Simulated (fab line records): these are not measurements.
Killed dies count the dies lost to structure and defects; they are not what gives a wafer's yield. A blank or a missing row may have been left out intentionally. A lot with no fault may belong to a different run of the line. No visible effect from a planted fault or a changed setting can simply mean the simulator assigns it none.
The tool behind it: which one?    flow gf180mcu    13 lots with 39 wafers sampled at 6 steps, on a route of 602 steps

== WHAT THE GAUGES READ, wafer by wafer ==
GF_DUAL_GATE_THK_MEAS_03.
lot   measured      on             DUAL_GATE_OXIDATION_00_THK (nm)
L199  day 7 18:24   film-metro-02  11.13 11.11 11.10
L200  day 7 19:50   film-metro-03  11.06 10.68 10.94
L201  day 8 07:43   film-metro-02  10.79 10.69 10.63
L202  day 8 11:23   film-metro-03  10.63 10.98 10.66
L204  day 9 00:59   film-metro-02  10.96 11.07 11.22
L205  day 9 08:33   film-metro-03  11.07 11.03 11.13
L206  day 9 12:19   film-metro-01  10.92 10.84 10.82
L208  day 10 09:19  film-metro-03  10.53 10.66 10.86
L216  day 12 15:24  film-metro-03  10.73 10.50 10.47
L218  day 13 01:29  film-metro-03  11.06 11.10 11.16
L219  day 13 06:16  film-metro-01  10.64 10.74 10.53
L220  day 13 14:41  film-metro-01  10.91 10.75 11.02
L222  day 14 08:33  film-metro-01  10.45 10.72 10.79

GF_POLY_GATE_CD_MEAS_10 targets a cd of 280 nm.
lot   measured      on         cd-nm (nm)
L199  day 9 07:17   cd-sem-02  281.2 280.7 281.0
L200  day 9 11:14   cd-sem-01  281.0 282.0 281.0
L201  day 9 20:08   cd-sem-02  281.5 280.5 280.3
L202  day 10 00:56  cd-sem-02  280.6 280.5 279.4
L204  day 10 17:44  cd-sem-02  278.5 278.4 279.6
L205  day 10 23:36  cd-sem-02  278.7 278.3 280.3
L206  day 11 03:21  cd-sem-02  280.2 280.4 279.9
L208  day 12 03:51  cd-sem-01  279.8 279.8 281.0
L216  day 14 11:25  cd-sem-01  277.3 277.2 277.3
L218  day 15 00:46  cd-sem-01  279.1 277.7 279.3
L219  day 15 05:04  cd-sem-02  281.3 281.0 280.1
L220  day 15 13:19  cd-sem-02  277.9 278.4 279.1
L222  day 16 07:21  cd-sem-01  280.6 280.4 280.5

GF_HV_LDD_CD_MEAS_19 targets a cd of 400 nm.
lot   measured      on         cd-nm (nm)
L199  day 10 20:54  cd-sem-02  402.6 400.9 401.4
L200  day 11 02:02  cd-sem-02  401.1 401.5 402.0
L201  day 11 10:59  cd-sem-01  399.0 398.0 397.2
L202  day 11 16:29  cd-sem-01  399.8 401.8 402.4
L204  day 12 10:08  cd-sem-01  400.8 402.2 401.2
L205  day 12 16:01  cd-sem-01  402.1 402.9 399.9
L206  day 12 20:04  cd-sem-02  402.1 402.6 402.2
L208  day 13 21:48  cd-sem-02  397.3 396.1 395.0
L216  day 16 10:11  cd-sem-01  - - -
L218  day 17 00:42  cd-sem-01  406.0 400.6 404.5
L219  day 17 02:55  cd-sem-02  402.2 400.7 400.8
L220  day 17 13:09  cd-sem-02  399.8 400.1 401.2
L222  day 18 08:12  cd-sem-01  400.9 399.8 399.4

GF_HV_LDD_TW_MEAS_23.
lot   measured      on             HV_LDD_2_TW
L199  day 10 21:19  film-metro-02  1058 1060 1056
L200  day 11 02:26  film-metro-04  1067 1066 1071
L201  day 11 11:23  film-metro-01  1047 1057 1052
L202  day 11 16:53  film-metro-01  1059 1053 1050
L204  day 12 10:32  film-metro-02  1054 1052 1059
L205  day 12 16:24  film-metro-04  1062 1059 1066
L206  day 12 20:26  film-metro-02  1055 1056 1056
L208  day 13 22:10  film-metro-01  1050 1045 1054
L216  day 16 10:35  film-metro-04  30 30 30
L218  day 17 01:04  film-metro-02  1037 1037 1039
L219  day 17 03:19  film-metro-04  1058 1062 1063
L220  day 17 13:34  film-metro-04  1061 1062 1055
L222  day 18 08:37  film-metro-04  1066 1059 1061

== WHAT TOOL EACH LOT RAN ON (gives the tool, then ch and the chambers of the sampled wafers, and finally the start) ==
lot   GF_POLY_GATE_ETCH_13              GF_HV_LDD_EXPOSE_16
L199  rie-si-01 ch 0,3, day 9 07:29     iline-stepper-02 ch 0, day 10 11:31
L200  rie-si-01 ch 0,1,2, day 9 11:26   iline-stepper-02 ch 0, day 10 17:01
L201  rie-si-02 ch 0,1,3, day 9 20:19   iline-stepper-01 ch 0, day 11 01:35
L202  rie-si-02 ch 0,1,3, day 10 01:08  iline-stepper-01 ch 0, day 11 06:58
L204  rie-si-01 ch 0,1,3, day 10 17:53  iline-stepper-01 ch 0, day 12 00:09
L205  rie-si-01 ch 1,2, day 10 23:47    iline-stepper-02 ch 0, day 12 06:09
L206  rie-si-01 ch 2,3, day 11 03:29    iline-stepper-02 ch 0, day 12 10:21
L208  rie-si-02 ch 0,3, day 12 03:59    iline-stepper-01 ch 0, day 13 12:05
L216  rie-si-02 ch 0,1,3, day 14 11:38  iline-stepper-01 ch 0, day 15 23:19
L218  rie-si-02 ch 1,2, day 15 00:55    iline-stepper-02 ch 0, day 16 13:23
L219  rie-si-02 ch 1,2, day 15 05:17    iline-stepper-02 ch 0, day 16 15:09
L220  rie-si-01 ch 1,2,3, day 15 13:32  iline-stepper-02 ch 0, day 17 01:50
L222  rie-si-01 ch 1,2,3, day 16 07:34  iline-stepper-01 ch 0, day 17 20:41
- GF_POLY_GATE_ETCH_13: etches poly-Si in HBr/Cl2, stops on SiO2, target depth 198.5 nm, time 69.6 s.
- GF_HV_LDD_EXPOSE_16: exposes mask Pplus LV AREA, target cd 400 nm.

== WHAT THE TOOLS THEMSELVES READ (means of the sampled wafers that have a number; where no wafer has one, the mark that the record gives instead) ==
GF_POLY_GATE_ETCH_13.
lot   tool       drypump-motor-current-A (A)  oes-product-au (a.u.)  throttle-valve-pct (%)
L199  rie-si-01  5.0                          0.999                  33.682
L200  rie-si-01  5.0                          0.989                  33.672
L201  rie-si-02  5.8                          0.997                  33.689
L202  rie-si-02  5.8                          0.984                  33.680
L204  rie-si-01  5.2                          0.981                  33.688
L205  rie-si-01  5.3                          0.993                  33.683
L206  rie-si-01  5.4                          0.990                  33.679
L208  rie-si-02  5.8                          0.997                  33.685
L216  rie-si-02  5.8                          1.000                  33.684
L218  rie-si-02  6.0                          1.002                  33.684
L219  rie-si-02  6.0                          0.996                  33.682
L220  rie-si-01  5.4                          0.993                  33.690
L222  rie-si-01  5.4                          0.988                  33.687

== THE ANSWER, worked out from the rows above alone ==
Rule: usual is defined by the lots themselves. The widest of any qualifying gaps counts: lots, ordered by their means at a reading, are off when they make up no more than a third of the lots, leave a main group of 4 or more, and stand apart from it by 3 or more times the standard deviation of that group's means. A main group is skipped when, at the precision printed for the reading in the tables above, its means are all equal. Also off: a lot with no number at a reading for which 4 or more lots have one. Where the step has rows for the other lots, those lots are counted as sound. First the gauges in route order, then the tools' own readings, where a lot's mean is used as printed above. At the first step where some lot is off, the reading lying furthest off is the one used; lots without a number count as furthest.
Off: L216 (GF_HV_LDD_CD_MEAS_19, cd-nm). Without a number there: L216. The main group has a mean of 400.8 nm with a standard deviation of 1.9.
If a tool, at a process step before that reading, ran all the lots that are off and no sound lot after the first of them, it fits. The gauges at GF_HV_LDD_CD_MEAS_19 aren't tried: what is off there is off at GF_HV_LDD_TW_MEAS_23 too, on other tools, and a gauge's error can't cause that. Of those tried, none fits.

== WHAT THE SIMULATOR PUT IN ==
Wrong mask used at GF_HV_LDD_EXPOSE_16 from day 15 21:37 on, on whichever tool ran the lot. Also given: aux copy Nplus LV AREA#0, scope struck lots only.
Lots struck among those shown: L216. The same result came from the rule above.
